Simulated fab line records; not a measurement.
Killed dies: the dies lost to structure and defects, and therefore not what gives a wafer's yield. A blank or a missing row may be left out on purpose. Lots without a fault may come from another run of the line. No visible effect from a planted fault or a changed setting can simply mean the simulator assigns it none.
Struck lot and sound lot, side by side || flow gf180mcu || 48 out of 602 route steps
Sound: the wafers L355.3, L355.4, L355.5. Wafers L348.1, L348.3, L348.5 were the ones struck. The cause is named last.
Order at every step that has rows: each side's tool, ch and its chambers, its first start. Under that, the readings that differ: sound wafers || struck wafers || difference of the means || sigmas: that difference in standard deviations of wafers without a fault.
alike: words and numbers the same on both sides, and readings whose means are apart by under 2 such deviations; not compared: readings that were withheld, readings missing a value for some wafer, numbers with overlapping values and no deviation given by the record, and bounds like >300 which may hide the same value.
Wherever a step has rows on one side only, a row that says differs or no value, or a row with sigmas, the two part there. Non-overlapping numbers with no deviation appear without sigmas and do not part them. A reading that every wafer of one side lacks parts them only if that side has two wafers or more.

first, 1 step without rows for these wafers: GF_STI_OXIDATION_21 (stabilise 600 s, purge 300 s, target thk 15 nm).
GF_STI_THK_MEAS_22:
  sound: film-metro-01 at day 6 22:35; struck: film-metro-04 at day 5 07:59
  alike: STI_OXIDATION_01_THK
then, 1 step without rows for these wafers: GF_STI_CVD_23 (deposits SiO2, target thk 650 nm, time 108.3 s).
GF_STI_THK_MEAS_24:
  sound: film-metro-02 at day 6 22:44; struck: film-metro-02 at day 5 08:07
  alike: STI_CVD_23_THK
GF_STI_CMP_25: polishes, stops on Si3N4, t overpolish 33 s, target thk 524.6 nm.
  sound on cmp-02 ch 0,1,3, day 6 22:49; struck on cmp-02 ch 0,1, day 5 08:17
  alike: motor-current-A, overpolish-run-s, retaining-ring-pressure-frac, time-to-endpoint-s
then, 4 steps without rows for these wafers: GF_STI_WET_ETCH_26 (etches SiO2 in dHF, target depth 94 nm, time 188 s); GF_STI_WET_ETCH_27 (etches Si3N4 in H3PO4, target depth 160 nm, time 1825 s); GF_STI_WET_ETCH_28 (etches SiO2 in dHF, target depth 20 nm, time 40 s); GF_STI_OXIDATION_29 (stabilise 600 s, purge 300 s, target thk 10 nm).
GF_STI_THK_MEAS_30:
  sound: film-metro-04 at day 7 01:07; struck: film-metro-01 at day 5 10:46
{"reading": "STI_OXIDATION_02_THK (nm)", "sound": "9.76 9.67 9.88", "struck": "10.10 10.09 10.25", "difference": "+0.38", "sigmas": "+2"}
then, 2 steps without rows for these wafers: GF_DNWELL_DEHYDRATE_00 (time 60 s); GF_DNWELL_HMDS_01 (prime time 60 s).
GF_DNWELL_COAT_02: resist thk 3000 nm.
  struck on litho-track-02, day 5 18:20; sound on litho-track-04 ch 0, day 7 08:59
  no value came back on the struck wafers for chill-plate-temp-C (C), dispense-pressure-kPa (kPa), exhaust-pa (Pa); on the sound wafers chill-plate-temp-C (C) reads 22.99 22.90 22.95
then, 5 steps without rows for these wafers: GF_DNWELL_SOFTBAKE_03; GF_DNWELL_EXPOSE_04 (exposes mask DNWELL, target cd 1700 nm); GF_DNWELL_PEB_05; GF_DNWELL_DEVELOP_06 (develop time 60 s); GF_DNWELL_IMPLANT_07.
GF_DNWELL_STRIP_08: strips in O2/N2.
  sound on plasma-asher-02 ch 0,1, day 7 17:13; struck on plasma-asher-04 ch 0,1, day 6 01:46
  no value came back on the struck wafers for oes-product-au (a.u.), strip-time-to-endpoint-s (s); on the sound wafers oes-product-au (a.u.) reads 0.721 0.720 0.724
  alike: drypump-motor-current-A, heater-power-w, o2-flow-sccm
  not compared: rf-hours-counter-h
GF_DNWELL_TW_MEAS_09:
  sound: film-metro-04 at day 7 17:19; struck: film-metro-03 at day 6 01:52
  alike: DNWELL_TW
then, 7 steps without rows for these wafers: GF_NWELL_DEHYDRATE_00 (time 60 s); GF_NWELL_HMDS_01 (prime time 60 s); GF_NWELL_COAT_02 (resist thk 3000 nm); GF_NWELL_SOFTBAKE_03; GF_NWELL_EXPOSE_04 (exposes mask Nwell, target cd 860 nm); GF_NWELL_PEB_05; GF_NWELL_DEVELOP_06 (develop time 60 s).
GF_NWELL_OVL_MEAS_07:
  sound: overlay-02 at day 8 09:44; struck: overlay-01 at day 6 17:17
  alike: NWELL_OVL
then, 2 steps without rows for these wafers: GF_NWELL_IMPLANT_08; GF_NWELL_IMPLANT_09.
GF_NWELL_STRIP_10: strips in O2/N2.
  sound on plasma-asher-02 ch 0,1, day 8 10:06; struck on plasma-asher-03 ch 0,1, day 6 17:37
  alike: drypump-motor-current-A, heater-power-w, o2-flow-sccm, oes-product-au, strip-time-to-endpoint-s
  not compared: rf-hours-counter-h
GF_NWELL_TW_MEAS_11:
  sound: film-metro-03 at day 8 10:11; struck: film-metro-01 at day 6 17:43
{"reading": "NWELL_TW", "sound": "1607 1607 1607", "struck": "1869 1861 1873", "difference": "+261", "sigmas": "+14"}
then, 7 steps without rows for these wafers: GF_LVPWELL_DEHYDRATE_00 (time 60 s); GF_LVPWELL_HMDS_01 (prime time 60 s); GF_LVPWELL_COAT_02 (resist thk 3000 nm); GF_LVPWELL_SOFTBAKE_03; GF_LVPWELL_EXPOSE_04 (exposes mask LVPWELL, target cd 600 nm); GF_LVPWELL_PEB_05; GF_LVPWELL_DEVELOP_06 (develop time 60 s).
GF_LVPWELL_OVL_MEAS_07:
  sound: overlay-01 at day 9 02:33; struck: overlay-01 at day 7 09:20
  alike: LVPWELL_OVL
then, 2 steps without rows for these wafers: GF_LVPWELL_IMPLANT_08; GF_LVPWELL_IMPLANT_09.
GF_LVPWELL_TW_MEAS_11:
  sound: film-metro-01 at day 9 06:23; struck: film-metro-01 at day 7 09:46
{"reading": "LVPWELL_TW", "sound": "568 561 565", "struck": "1387 1398 1385", "difference": "+825", "sigmas": "+99 or more"}
GF_MVSD_TW_MEAS_11:
  sound: film-metro-03 at day 9 23:44; struck: film-metro-01 at day 8 01:46
{"reading": "MVSD_TW", "sound": "1618 1627 1631", "struck": "1837 1861 1851", "difference": "+224", "sigmas": "+10"}
GF_MVPSD_TW_MEAS_11:
  sound: film-metro-02 at day 10 18:02; struck: film-metro-03 at day 8 18:34
{"reading": "MVPSD_TW", "sound": "547 549 548", "struck": "1399 1399 1394", "difference": "+849", "sigmas": "+99 or more"}
GF_VT_IMPLANT_TW_MEAS_10:
  sound: film-metro-03 at day 11 12:08; struck: film-metro-03 at day 9 10:52
{"reading": "VT_IMPLANT_TW", "sound": "576 576 577", "struck": "1407 1411 1420", "difference": "+836", "sigmas": "+99 or more"}
GF_VT_IMPLANT_TW_MEAS_21:
  sound: film-metro-04 at day 12 07:44; struck: film-metro-03 at day 10 04:04
{"reading": "VT_IMPLANT_2_TW", "sound": "1209 1207 1211", "struck": "1647 1657 1655", "difference": "+444", "sigmas": "+28"}
GF_VT_IMPLANT_TW_MEAS_32:
  sound: film-metro-03 at day 13 03:32; struck: film-metro-03 at day 10 22:37
{"reading": "VT_IMPLANT_3_TW", "sound": "276 276 276", "struck": "1392 1387 1388", "difference": "+1113", "sigmas": "+99 or more"}

WHERE THEY PART
Earliest at GF_STI_THK_MEAS_30; latest, in this record, at GF_VT_IMPLANT_TW_MEAS_32.

WHY: the cause the simulator had injected
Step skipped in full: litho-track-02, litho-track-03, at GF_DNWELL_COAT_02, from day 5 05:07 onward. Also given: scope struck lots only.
